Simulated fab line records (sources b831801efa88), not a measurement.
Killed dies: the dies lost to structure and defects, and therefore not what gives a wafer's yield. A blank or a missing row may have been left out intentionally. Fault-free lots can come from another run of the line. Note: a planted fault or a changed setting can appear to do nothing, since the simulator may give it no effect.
One fault seen from 2 desks | flow sky130 | every desk sees just its own numbers, and what lay behind them comes last

AT THE TOOL OWNER'S DESK: pvd sputter-01
The tool's own readings at SKY_METAL2_SPUTTER_02 (material AlCu, target thk 250 nm, time 13.3 s): means of the sampled wafers that have a number, for each lot that ran on this tool. Marked OUT: a lot whose mean sits more than 4 standard deviations from the usual mean, which makes it out of limits; the brackets give that distance.
Columns: A = throttle valve pct at SKY_METAL2_SPUTTER_02, usual 30.0 %
lot  | first seen here | A
L193 | day 34 12:47    | 29.8
L202 | day 37 08:13    | 29.5
L213 | day 40 14:29    | 30.2
L215 | day 40 23:23    | 29.4
Result from this desk: across the 4 lots, nothing is out of limits.

FROM THE METROLOGY DESK
Means of the sampled wafers that have a number, per lot and without regard to the tool the lot ran on: this is what the gauges read. Marked OUT: a lot whose mean sits more than 4 standard deviations from the usual mean, which makes it out of limits; the brackets give that distance.
Columns: A = VIA1_W_RS at SKY_VIA1_RS_MEAS_22, usual 0.428 ohm/sq; B = VIA1_W_THK at SKY_VIA1_THK_MEAS_23, usual 263 nm; C = METAL2_ALCU_RS at SKY_METAL2_RS_MEAS_05, usual 0.1269 ohm/sq; D = METAL2_ALCU_THK at SKY_METAL2_THK_MEAS_06, usual 247.9 nm; E = cd nm at SKY_METAL2_CD_MEAS_15, usual 139.9 nm; F = METAL2_OVL at SKY_METAL2_OVL_MEAS_16, usual 3 nm
lot  | first seen here | A     | B   | C                | D               | E     | F
L193 | day 34 12:15    | 0.426 | 267 | 0.1270           | 250.7           | 140.8 | 2
L202 | day 37 07:42    | 0.429 | 265 | 0.1705 (+29) OUT | 191.7 (-19) OUT | 142.4 | 5
L213 | day 40 13:52    | 0.433 | 260 | 0.1289           | 244.8           | 138.4 | 2
L214 | day 40 16:10    | 0.416 | 271 | 0.1293           | 242.4           | 139.6 | 7
L215 | day 40 22:52    | 0.431 | 260 | 0.1284           | 245.9           | 136.5 | -3
This desk finds L202 out of limits, with the earliest case on L202 at day 37 08:19 (METAL2_ALCU_RS at SKY_METAL2_RS_MEAS_05). Within limits: L193, L213, L214, L215.

BROUGHT TOGETHER
An alarm was possible from the metrology desk at day 37 08:19, on L202.
The desk of the tool owner found nothing out of limits.
On record at the tool owner's desk: L202, within its limits.
SKY_METAL2_SPUTTER_02 was run on pvd sputter-01 by each of the lots named.

WHAT THE SIMULATOR HAD PUT IN
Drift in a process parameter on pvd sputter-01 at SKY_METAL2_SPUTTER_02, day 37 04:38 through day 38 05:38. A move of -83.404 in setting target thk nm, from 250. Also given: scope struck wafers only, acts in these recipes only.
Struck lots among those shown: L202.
Per desk, hours elapsed from the start of the fault to the first reading out of limits: for the metrology desk, 4.
